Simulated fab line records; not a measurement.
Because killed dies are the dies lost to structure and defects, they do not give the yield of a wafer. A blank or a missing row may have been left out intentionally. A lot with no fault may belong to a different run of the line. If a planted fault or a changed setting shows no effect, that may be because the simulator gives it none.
A lot that was struck, set against a sound lot | flow sky130 | 24 steps out of a route of 708
Sound: the wafers L156.1, L156.3, L156.4. The struck wafers were L145.2, L145.5, L145.6. The cause is named last.
Order at every step that has rows: each side's tool, ch and its chambers, its first start. Under that, the readings that differ: sound wafers | struck wafers | difference of the means | sigmas: that difference in standard deviations of wafers without a fault.
alike: same words and numbers on both sides, and readings whose means sit less than 2 such deviations apart. not compared: any withheld reading, any reading some wafer has no value for, any bound like >300 that may hide the same value, and any number with overlapping values for which the record gives no deviation.
A row with sigmas, a row that says differs or no value, or rows on one side alone: a step with any of these is where the two part. Non-overlapping numbers with no deviation appear without sigmas and do not part them. A reading that every wafer of one side lacks parts them only if that side has two wafers or more.

first, 4 steps without rows for these wafers: SKY_VIA4_STRIP_14 (strips in post etch residue remover, time 1200 s); SKY_VIA4_CLEAN_15 (cleans in IPA, time 180 s); SKY_VIA4_CLEAN_16 (cleans in O3/DIW); SKY_VIA4_SPUTTER_17 (material TiN, target thk 20 nm, time 80 s).
SKY_VIA4_CVD_18: deposits W, target thk 505 nm, time 152.14 s.
  sound on cvd-w-02 ch 0,1, day 48 05:11; struck on cvd-w-01 ch 0,1, day 45 20:13
  alike: heater-power-w
SKY_VIA4_RS_MEAS_19: a four-point-probe measurement.
  struck on film-metro-03, day 45 20:23; sound on film-metro-03, day 48 05:20
  alike: VIA4_W_RS
SKY_VIA4_THK_MEAS_20: measures by xrf.
  struck on film-metro-03, day 45 20:30; sound on film-metro-03, day 48 05:28
  alike: VIA4_W_THK
SKY_VIA4_CMP_21: polishes, stops on SiO2, t overpolish 25 s, target thk 0 nm.
  sound on cmp-02 ch 0,1,3, day 48 05:34; struck on cmp-02 ch 0,3, day 45 20:33
  alike: motor-current-A, overpolish-run-s, slurry-flow-ml-min, time-to-endpoint-s
then, 1 step without rows for these wafers: SKY_METAL5_SPUTTER_00 (material Ti, target thk 15 nm, time 10 s).
SKY_METAL5_SPUTTER_01: material TiN, target thk 20 nm, time 16.7 s.
  struck on pvd-sputter-02, day 45 20:52; sound on pvd-sputter-03, day 48 05:54
  alike: cathode-dc-power-W, chamber-pressure-pa, throttle-valve-pct
then, 1 step without rows for these wafers: SKY_METAL5_SPUTTER_02 (material AlCu, target thk 1150 nm, time 61.2 s).
SKY_METAL5_SPUTTER_03: material Ti, target thk 5 nm, time 3.3 s.
  struck on pvd-sputter-02, day 45 20:57; sound on pvd-sputter-03, day 48 05:58
  alike: cathode-dc-power-W, chamber-pressure-pa, throttle-valve-pct
SKY_METAL5_SPUTTER_04: material TiN, target thk 70 nm, time 58.3 s.
  struck on pvd-sputter-02, day 45 20:58; sound on pvd-sputter-03, day 48 05:59
  no value came back on the struck wafers for cathode-dc-power-W (W), chamber-pressure-pa (Pa), throttle-valve-pct (%); on the sound wafers cathode-dc-power-W (W) reads 6499.0 6501.9 6499.0
SKY_METAL5_THK_MEAS_06: measures by xrf.
  struck on film-metro-04, day 45 21:09; sound on film-metro-01, day 48 06:10
  reading              | sound          | struck         | difference | sigmas
  METAL5_ALCU_THK (nm) | 1129 1153 1132 | 1296 1335 1302 | +173       | +10
then, 7 steps without rows for these wafers: SKY_METAL5_DEHYDRATE_07 (time 60 s); SKY_METAL5_HMDS_08 (prime time 60 s); SKY_METAL5_COAT_09 (resist thk 1800 nm); SKY_METAL5_SOFTBAKE_10 (time 60 s); SKY_METAL5_EXPOSE_11 (exposes mask MM5, target cd 1600 nm); SKY_METAL5_PEB_12; SKY_METAL5_DEVELOP_13 (develop time 60 s).
SKY_METAL5_DESCUM_14: chemistry O2, time 11 s.
  sound on rie-metal-02 ch 1, day 49 00:20; struck on rie-metal-01 ch 0,1, day 46 17:11
  alike: drypump-motor-current-A, oes-product-au
  not compared: rf-hours-counter-h
SKY_METAL5_METAL_ETCH_15: etches the open film in Cl2/BCl3, stops on SiO2, target depth 1260 nm, time 252 s.
  sound on rie-metal-02 ch 1, day 49 00:24; struck on rie-metal-01 ch 0,1, day 46 17:13
  reading               | sound             | struck            | difference | sigmas
  oes-product-au (a.u.) | 0.891 0.896 0.891 | 0.859 0.872 0.875 | -0.024     | -4
  alike: drypump-motor-current-A, throttle-valve-pct
  not compared: rf-hours-counter-h
then, 1 step without rows for these wafers: SKY_METAL5_STRIP_16 (strips in O2/N2).

== WHERE THEY PART ==
Last at SKY_METAL5_METAL_ETCH_15 as far as this record goes, first at SKY_METAL5_SPUTTER_04.

WHY: whatever the simulator had introduced
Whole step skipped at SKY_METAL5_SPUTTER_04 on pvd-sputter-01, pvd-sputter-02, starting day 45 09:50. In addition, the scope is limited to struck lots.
